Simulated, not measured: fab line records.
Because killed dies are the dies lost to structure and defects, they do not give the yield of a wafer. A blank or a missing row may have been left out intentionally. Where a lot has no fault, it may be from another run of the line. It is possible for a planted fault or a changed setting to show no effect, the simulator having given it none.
A struck lot beside a sound one || flow sky130 || 15 steps out of a route of 708
Sound: the wafers L780.2, L780.4, L780.6. Struck: wafer L797.4 (left out: L797.2, L797.5 of the same lot, which were not struck); the cause appears at the end.
For every step that has rows: the tool of each side, followed by ch and its chambers, followed by its first start. Under that, the readings that differ: sound wafers || struck wafers || difference of the means || sigmas: that difference in standard deviations of wafers without a fault.
alike: same words and numbers on both sides, and readings whose means sit less than 2 such deviations apart. not compared: any withheld reading, any reading some wafer has no value for, any bound like >300 that may hide the same value, and any number with overlapping values for which the record gives no deviation.
The two part at a step that has a row with sigmas, a row that says differs or no value, or rows on one side only. Numbers that have no deviation but don't overlap get no sigmas and don't part them. A reading missing from all wafers of one side parts the sides only when that side holds two or more wafers.

SKY_METAL5_SPUTTER_03: material Ti, target thk 5 nm, time 3.3 s.
  sound on pvd-sputter-02, day 43 02:37; struck on pvd-sputter-02, day 47 13:52
  alike: chamber-pressure-pa, throttle-valve-pct
SKY_METAL5_SPUTTER_04: material TiN, target thk 70 nm, time 58.3 s.
  sound on pvd-sputter-02, day 43 02:38; struck on pvd-sputter-02, day 47 13:53
  alike: chamber-pressure-pa, throttle-valve-pct
SKY_METAL5_RS_MEAS_05: the measuring method here is four-point-probe.
  sound on film-metro-04, day 43 02:42; struck on film-metro-02, day 47 13:58
  alike: METAL5_ALCU_RS
SKY_METAL5_THK_MEAS_06: measures by xrf.
  sound on film-metro-04, day 43 02:49; struck on film-metro-02, day 47 14:04
  alike: METAL5_ALCU_THK
then, 7 steps without rows for these wafers: SKY_METAL5_DEHYDRATE_07 (time 60 s); SKY_METAL5_HMDS_08 (prime time 60 s); SKY_METAL5_COAT_09 (resist thk 1800 nm); SKY_METAL5_SOFTBAKE_10 (time 60 s); SKY_METAL5_EXPOSE_11 (exposes mask MM5, target cd 1600 nm); SKY_METAL5_PEB_12; SKY_METAL5_DEVELOP_13 (develop time 60 s).
SKY_METAL5_DESCUM_14: chemistry O2, time 11 s.
  sound on rie-metal-02 ch 0,1, day 44 01:07; struck on rie-metal-02 ch 0, day 48 09:07
  alike: drypump-motor-current-A, oes-product-au
  not compared: rf-hours-counter-h
SKY_METAL5_METAL_ETCH_15: etches the open film in Cl2/BCl3, stops on SiO2, target depth 1260 nm, time 252 s.
  sound on rie-metal-02 ch 0,1, day 44 01:09; struck on rie-metal-02 ch 0, day 48 09:09
{"reading": "oes-product-au (a.u.)", "sound": "0.896 0.894 0.892", "struck": 0.734, "difference": -0.160, "sigmas": -30}
{"reading": "model.METAL5.feature-depth-nm (nm)", "sound": "1270 1252 1257", "struck": 884.9, "difference": -374.8, "sigmas": ""}
{"reading": "model.etch.depth-nm (nm)", "sound": "1270 1252 1257", "struck": 884.9, "difference": -374.8, "sigmas": ""}
{"reading": "model.NOVOLAK_of_METAL5_COAT_09.thk-nm (nm)", "sound": "1032 1024 1042", "struck": 1347, "difference": "+314", "sigmas": ""}
  alike: drypump-motor-current-A, throttle-valve-pct
  not compared: rf-hours-counter-h
SKY_METAL5_STRIP_16: strips in O2/N2.
  sound on plasma-asher-03 ch 0,1, day 44 01:23; struck on plasma-asher-02 ch 1, day 48 09:23
{"reading": "strip-time-to-endpoint-s (s)", "sound": "13.04 12.96 13.17", "struck": 16.63, "difference": "+3.57", "sigmas": "+22"}
  alike: drypump-motor-current-A, oes-product-au
  not compared: rf-hours-counter-h
then, 1 step without rows for these wafers: SKY_METAL5_STRIP_17 (strips in post etch residue remover, time 1200 s).

== WHERE THEY PART ==
Earliest at SKY_METAL5_METAL_ETCH_15; latest, in this record, at SKY_METAL5_STRIP_16.

WHY: the cause the simulator had injected
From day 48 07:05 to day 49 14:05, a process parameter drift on rie-metal-02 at SKY_METAL5_METAL_ETCH_15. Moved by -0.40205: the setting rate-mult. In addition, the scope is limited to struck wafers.
